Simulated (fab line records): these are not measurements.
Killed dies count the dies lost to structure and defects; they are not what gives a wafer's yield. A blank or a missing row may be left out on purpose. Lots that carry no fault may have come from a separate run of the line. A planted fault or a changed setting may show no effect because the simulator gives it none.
One fault through the eyes of 2 desks    flow gf180mcu    only its own numbers are on each desk; what lay behind them is given at the end

== THE METROLOGY DESK ==
Lot by lot, what the gauges showed, no matter which tool ran the lot: averages of those sampled wafers that carry a number. A lot is out of limits, marked OUT, if its mean lies more than 4 standard deviations from the usual mean; the brackets give that distance.
Columns: A = CONTACT_W_RS at GF_CONTACT_RS_MEAS_25, usual 0.385 ohm/sq; B = CONTACT_W_THK at GF_CONTACT_THK_MEAS_26, usual 305 nm; C = cd-nm at GF_M1_CD_MEAS_14, usual 230.0 nm
lot   first seen here  A      B    C
L409  day 16 02:01     0.377  314  228.6
L411  day 17 11:06     0.387  304  228.7
L412  day 17 12:11     0.389  302  230.2
L414  day 18 06:00     0.384  301  229.3
L416  day 19 05:58     0.385  298  230.7
L420  day 20 07:34     0.383  310  218.8 (-8.6) OUT
L423  day 21 10:25     0.387  297  221.5 (-6.5) OUT
L425  day 22 01:25     0.392  304  232.5
L428  day 22 17:53     0.386  308  230.8
L430  day 23 13:00     0.383  301  229.6
L431  day 23 19:58     0.389  296  230.3
L432  day 24 08:34     0.391  305  231.5
Finding of this desk: L420, L423 out of limits; the first was L420 at day 21 08:19, on cd-nm at GF_M1_CD_MEAS_14. L409, L411, L412, L414, L416, L425, L428, L430, L431, L432 stayed within limits.

== THE TOOL OWNER'S DESK: litho-track-02 ==
Per lot that ran on this tool, the mean of the sampled wafers carrying a number, from the tool's own readings at GF_M1_SOFTBAKE_10 (time 60 s). A lot is out of limits, marked OUT, if its mean lies more than 4 standard deviations from the usual mean; the brackets give that distance.
Columns: A = heater-power-total-W at GF_M1_SOFTBAKE_10, usual 93.05 W; B = plate-temp-C at GF_M1_SOFTBAKE_10, usual 130.02 C; C = resist-line-temp-C at GF_M1_SOFTBAKE_10, usual 23.00 C
lot   first seen here  A                B                 C
L411  day 17 23:53     93.04            130.04            23.16
L416  day 19 19:05     92.99            129.85            23.02
L420  day 20 19:55     96.31 (+50) OUT  133.30 (+25) OUT  23.14
L423  day 21 22:35     96.19 (+48) OUT  133.50 (+27) OUT  22.89
Finding of this desk: L420, L423 out of limits; the first was L420 at day 20 19:55, on heater-power-total-W at GF_M1_SOFTBAKE_10. L411, L416 stayed within limits.

== BROUGHT TOGETHER ==
The tool owner's desk had the chance to raise an alarm at day 20 19:55 on L420, L423.
The metrology desk could have raised an alarm at day 21 08:19, on L420, L423.
GF_M1_SOFTBAKE_10 was run on litho-track-02 by each of the lots named.

== WHAT THE SIMULATOR HAD INSERTED ==
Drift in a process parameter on litho-track-02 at GF_M1_SOFTBAKE_10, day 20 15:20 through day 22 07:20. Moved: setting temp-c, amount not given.
Lots struck among those shown: L420, L423.
Counting hours from when the fault started, the first reading out of limits came at 5 for the tool owner's desk and at 17 for the metrology desk.
